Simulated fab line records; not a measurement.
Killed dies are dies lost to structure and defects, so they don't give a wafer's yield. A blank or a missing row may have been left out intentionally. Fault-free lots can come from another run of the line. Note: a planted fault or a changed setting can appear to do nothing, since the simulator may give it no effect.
The tool behind it: which one? :: flow sky130 :: Sampling: 14 lots, 42 wafers, 5 of 708 route steps

## WHAT EACH GAUGE READ, for each wafer
SKY_FIELD_ISO_THK_MEAS_04.
lot: L621
measured: day 2 00:43
on: film-metro-03
FIELD_ISO_CVD_03_THK (nm): 164.4 165.5 165.1

lot: L624
measured: day 2 14:29
on: film-metro-03
FIELD_ISO_CVD_03_THK (nm): 163.3 162.4 163.1

lot: L625
measured: day 2 20:02
on: film-metro-03
FIELD_ISO_CVD_03_THK (nm): 166.3 164.7 167.2

lot: L626
measured: day 3 01:23
on: film-metro-02
FIELD_ISO_CVD_03_THK (nm): 164.8 164.8 164.5

lot: L627
measured: day 3 05:50
on: film-metro-03
FIELD_ISO_CVD_03_THK (nm): 164.7 163.8 164.8

lot: L628
measured: day 3 11:19
on: film-metro-03
FIELD_ISO_CVD_03_THK (nm): 164.8 165.8 164.8

lot: L629
measured: day 3 19:49
on: film-metro-04
FIELD_ISO_CVD_03_THK (nm): 164.5 164.4 164.3

lot: L631
measured: day 4 05:34
on: film-metro-03
FIELD_ISO_CVD_03_THK (nm): 166.5 165.5 164.7

lot: L633
measured: day 4 12:35
on: film-metro-03
FIELD_ISO_CVD_03_THK (nm): 164.0 163.3 163.6

lot: L634
measured: day 4 16:50
on: film-metro-03
FIELD_ISO_CVD_03_THK (nm): 163.6 164.1 162.8

lot: L635
measured: day 4 22:14
on: film-metro-02
FIELD_ISO_CVD_03_THK (nm): 164.2 165.5 164.1

lot: L636
measured: day 5 03:14
on: film-metro-04
FIELD_ISO_CVD_03_THK (nm): 165.6 165.8 166.5

lot: L638
measured: day 5 13:37
on: film-metro-04
FIELD_ISO_CVD_03_THK (nm): 166.7 166.2 165.8

lot: L642
measured: day 6 08:30
on: film-metro-04
FIELD_ISO_CVD_03_THK (nm): 167.0 167.4 167.2

SKY_LOCAL_INTERCONNECT_CD_MEAS_11 targets a cd of 170 nm.
lot: L621
measured: day 31 00:50
on: cd-sem-02
cd-nm (nm): 169.6 171.2 171.4

lot: L624
measured: day 32 10:44
on: cd-sem-01
cd-nm (nm): 169.5 170.4 170.9

lot: L625
measured: day 32 12:56
on: cd-sem-02
cd-nm (nm): 172.4 171.1 171.8

lot: L626
measured: day 33 01:20
on: cd-sem-02
cd-nm (nm): 170.1 171.3 170.7

lot: L627
measured: day 33 07:02
on: cd-sem-02
cd-nm (nm): 172.1 171.1 172.9

lot: L628
measured: day 33 12:04
on: cd-sem-01
cd-nm (nm): 171.4 172.1 171.2

lot: L629
measured: day 33 18:16
on: cd-sem-01
cd-nm (nm): 171.6 172.7 172.5

lot: L631
measured: day 34 11:14
on: cd-sem-02
cd-nm (nm): 171.2 171.6 171.3

lot: L633
measured: day 35 03:43
on: cd-sem-01
cd-nm (nm): 169.3 170.4 170.7

lot: L634
measured: day 35 00:28
on: cd-sem-01
cd-nm (nm): 168.8 170.5 168.9

lot: L635
measured: day 35 15:17
on: cd-sem-02
cd-nm (nm): 171.0 171.6 171.4

lot: L636
measured: day 36 00:17
on: cd-sem-01
cd-nm (nm): 168.2 169.4 170.5

lot: L638
measured: day 36 15:17
on: cd-sem-02
cd-nm (nm): 172.2 172.9 172.8

lot: L642
measured: day 37 19:34
on: cd-sem-02
cd-nm (nm): 168.3 169.3 169.2

## WHICH TOOL RAN EACH LOT (tool, then ch and the chambers of the sampled wafers, then the start)
lot: L621
SKY_NWELL_COAT_18: litho-track-02 ch 0, day 5 10:18
SKY_NWELL_STRIP_25: plasma-asher-01 ch 0,1, day 5 19:19
SKY_NWELL_RTA_28: rtp-anneal-02 ch 0, day 5 19:32

lot: L624
SKY_NWELL_COAT_18: litho-track-02 ch 0, day 6 06:58
SKY_NWELL_STRIP_25: plasma-asher-01 ch 0,1, day 6 17:08
SKY_NWELL_RTA_28: rtp-anneal-01 ch 0, day 6 17:20

lot: L625
SKY_NWELL_COAT_18: litho-track-02 ch 0, day 6 12:07
SKY_NWELL_STRIP_25: plasma-asher-01 ch 0,1, day 6 21:47
SKY_NWELL_RTA_28: rtp-anneal-02 ch 0, day 6 22:00

lot: L626
SKY_NWELL_COAT_18: litho-track-01 ch 0, day 6 18:03
SKY_NWELL_STRIP_25: plasma-asher-01 ch 0,1, day 7 04:16
SKY_NWELL_RTA_28: rtp-anneal-01 ch 0, day 7 04:28

lot: L627
SKY_NWELL_COAT_18: litho-track-01 ch 0, day 6 19:36
SKY_NWELL_STRIP_25: plasma-asher-03 ch 0,1, day 7 05:26
SKY_NWELL_RTA_28: rtp-anneal-01 ch 0, day 7 05:39

lot: L628
SKY_NWELL_COAT_18: litho-track-01 ch 0, day 7 01:37
SKY_NWELL_STRIP_25: plasma-asher-01 ch 0,1, day 7 11:50
SKY_NWELL_RTA_28: rtp-anneal-02 ch 0, day 7 12:04

lot: L629
SKY_NWELL_COAT_18: litho-track-02 ch 0, day 7 10:04
SKY_NWELL_STRIP_25: plasma-asher-01 ch 0,1, day 7 20:02
SKY_NWELL_RTA_28: rtp-anneal-01 ch 0, day 7 20:16

lot: L631
SKY_NWELL_COAT_18: litho-track-04 ch 0, day 8 00:27
SKY_NWELL_STRIP_25: plasma-asher-04 ch 0,1, day 8 11:43
SKY_NWELL_RTA_28: rtp-anneal-01 ch 0, day 8 11:56

lot: L633
SKY_NWELL_COAT_18: litho-track-01 ch 0, day 8 13:42
SKY_NWELL_STRIP_25: plasma-asher-01 ch 0,1, day 9 00:35
SKY_NWELL_RTA_28: rtp-anneal-02 ch 0, day 9 00:47

lot: L634
SKY_NWELL_COAT_18: litho-track-01 ch 0, day 8 12:28
SKY_NWELL_STRIP_25: plasma-asher-01 ch 0,1, day 8 23:25
SKY_NWELL_RTA_28: rtp-anneal-01 ch 0, day 8 23:38

lot: L635
SKY_NWELL_COAT_18: litho-track-01 ch 0, day 8 20:30
SKY_NWELL_STRIP_25: plasma-asher-04 ch 0,1, day 9 07:59
SKY_NWELL_RTA_28: rtp-anneal-01 ch 0, day 9 08:12

lot: L636
SKY_NWELL_COAT_18: litho-track-04 ch 0, day 9 01:45
SKY_NWELL_STRIP_25: plasma-asher-01 ch 0,1, day 9 12:59
SKY_NWELL_RTA_28: rtp-anneal-02 ch 0, day 9 13:12

lot: L638
SKY_NWELL_COAT_18: litho-track-02 ch 0, day 9 16:01
SKY_NWELL_STRIP_25: plasma-asher-04 ch 0,1, day 10 03:20
SKY_NWELL_RTA_28: rtp-anneal-02 ch 0, day 10 03:32

lot: L642
SKY_NWELL_COAT_18: litho-track-02 ch 0, day 10 15:36
SKY_NWELL_STRIP_25: plasma-asher-01 ch 0,1, day 11 03:37
SKY_NWELL_RTA_28: rtp-anneal-02 ch 0, day 11 03:50
- SKY_NWELL_COAT_18: resist thk 3000 nm.
- SKY_NWELL_STRIP_25: strips in O2/N2.
- SKY_NWELL_RTA_28: time 30 s.

## AS READ BY THE TOOLS THEMSELVES (means over the sampled wafers that have a number; for cases with no such wafer, the mark the record gives instead)
SKY_NWELL_STRIP_25.
lot: L621
tool: plasma-asher-01
drypump-motor-current-A (A): 6.4
oes-product-au (a.u.): 0.717
strip-time-to-endpoint-s (s): 36.72

lot: L624
tool: plasma-asher-01
drypump-motor-current-A (A): 6.3
oes-product-au (a.u.): 0.721
strip-time-to-endpoint-s (s): 36.73

lot: L625
tool: plasma-asher-01
drypump-motor-current-A (A): 6.4
oes-product-au (a.u.): 0.720
strip-time-to-endpoint-s (s): 36.79

lot: L626
tool: plasma-asher-01
drypump-motor-current-A (A): 6.3
oes-product-au (a.u.): 0.722
strip-time-to-endpoint-s (s): 36.98

lot: L627
tool: plasma-asher-03
drypump-motor-current-A (A): 5.4
oes-product-au (a.u.): 0.721
strip-time-to-endpoint-s (s): 36.93

lot: L628
tool: plasma-asher-01
drypump-motor-current-A (A): 6.3
oes-product-au (a.u.): 0.722
strip-time-to-endpoint-s (s): 37.09

lot: L629
tool: plasma-asher-01
drypump-motor-current-A (A): 6.4
oes-product-au (a.u.): 0.725
strip-time-to-endpoint-s (s): 36.87

lot: L631
tool: plasma-asher-04
drypump-motor-current-A (A): 5.5
oes-product-au (a.u.): 0.722
strip-time-to-endpoint-s (s): 36.91

lot: L633
tool: plasma-asher-01
drypump-motor-current-A (A): 6.4
oes-product-au (a.u.): 0.708
strip-time-to-endpoint-s (s): 20.71

lot: L634
tool: plasma-asher-01
drypump-motor-current-A (A): 6.4
oes-product-au (a.u.): 0.727
strip-time-to-endpoint-s (s): 37.11

lot: L635
tool: plasma-asher-04
drypump-motor-current-A (A): 5.5
oes-product-au (a.u.): 0.711
strip-time-to-endpoint-s (s): 20.78

lot: L636
tool: plasma-asher-01
drypump-motor-current-A (A): 6.3
oes-product-au (a.u.): 0.724
strip-time-to-endpoint-s (s): 36.83

lot: L638
tool: plasma-asher-04
drypump-motor-current-A (A): 5.5
oes-product-au (a.u.): 0.725
strip-time-to-endpoint-s (s): 36.70

lot: L642
tool: plasma-asher-01
drypump-motor-current-A (A): 6.4
oes-product-au (a.u.): 0.723
strip-time-to-endpoint-s (s): 36.93

SKY_NWELL_RTA_28.
lot: L621
tool: rtp-anneal-02
lamp-power-pct (%): 25.34
wafer_temp_C_max: 1055.8

lot: L624
tool: rtp-anneal-01
lamp-power-pct (%): 25.27
wafer_temp_C_max: 1054.3

lot: L625
tool: rtp-anneal-02
lamp-power-pct (%): 25.32
wafer_temp_C_max: 1054.8

lot: L626
tool: rtp-anneal-01
lamp-power-pct (%): 25.32
wafer_temp_C_max: 1054.6

lot: L627
tool: rtp-anneal-01
lamp-power-pct (%): 25.23
wafer_temp_C_max: 1055.8

lot: L628
tool: rtp-anneal-02
lamp-power-pct (%): 25.30
wafer_temp_C_max: 1055.0

lot: L629
tool: rtp-anneal-01
lamp-power-pct (%): 25.31
wafer_temp_C_max: 1054.4

lot: L631
tool: rtp-anneal-01
lamp-power-pct (%): 25.35
wafer_temp_C_max: 1054.3

lot: L633
tool: rtp-anneal-02
lamp-power-pct (%): 25.22
wafer_temp_C_max: 1054.2

lot: L634
tool: rtp-anneal-01
lamp-power-pct (%): 25.28
wafer_temp_C_max: 1055.3

lot: L635
tool: rtp-anneal-01
lamp-power-pct (%): 25.23
wafer_temp_C_max: 1054.7

lot: L636
tool: rtp-anneal-02
lamp-power-pct (%): 25.38
wafer_temp_C_max: 1055.1

lot: L638
tool: rtp-anneal-02
lamp-power-pct (%): 25.30
wafer_temp_C_max: 1054.0

lot: L642
tool: rtp-anneal-02
lamp-power-pct (%): 25.30
wafer_temp_C_max: 1054.5

## THE ANSWER, worked out from the rows above alone
Rule: usual is defined by the lots themselves. Put in order of their means at a reading, lots are off if they are a third of the lots or fewer, leave a main group of 4 or more, and stand apart from it by a gap of 3 or more times the standard deviation of the main group's means; of several such gaps the widest counts. The tables above print the reading to a certain number of digits; a main group whose means all agree to those digits is not used. Also off: a lot with no number at a reading for which 4 or more lots have one. Where the step has rows for the other lots, those lots are counted as sound. First the gauges in route order, then the tools' own readings, where a lot's mean is used as printed above. The first step at which some lot is off is used, and at that step the reading that is off furthest; a lot without a number counts as furthest.
Off at SKY_NWELL_STRIP_25 (strip-time-to-endpoint-s): L633, L635. The main group: mean 36.88 s, standard deviation 0.13.
If a tool, at that step or one of the process steps before it, ran each lot that is off and ran no sound lot following the first of them, it fits. One fits: litho-track-01 at SKY_NWELL_COAT_18. Its last sound lot is L634 (day 8 12:28), its first lot that is off L633 (day 8 13:42): a fault that began between those two fits.

## WHAT THE SIMULATOR HAD INSERTED
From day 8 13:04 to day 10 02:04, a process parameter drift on litho-track-01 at SKY_NWELL_COAT_18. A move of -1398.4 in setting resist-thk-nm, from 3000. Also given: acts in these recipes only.
Shown lots that were struck: L633, L635. The rule above reached the same finding.
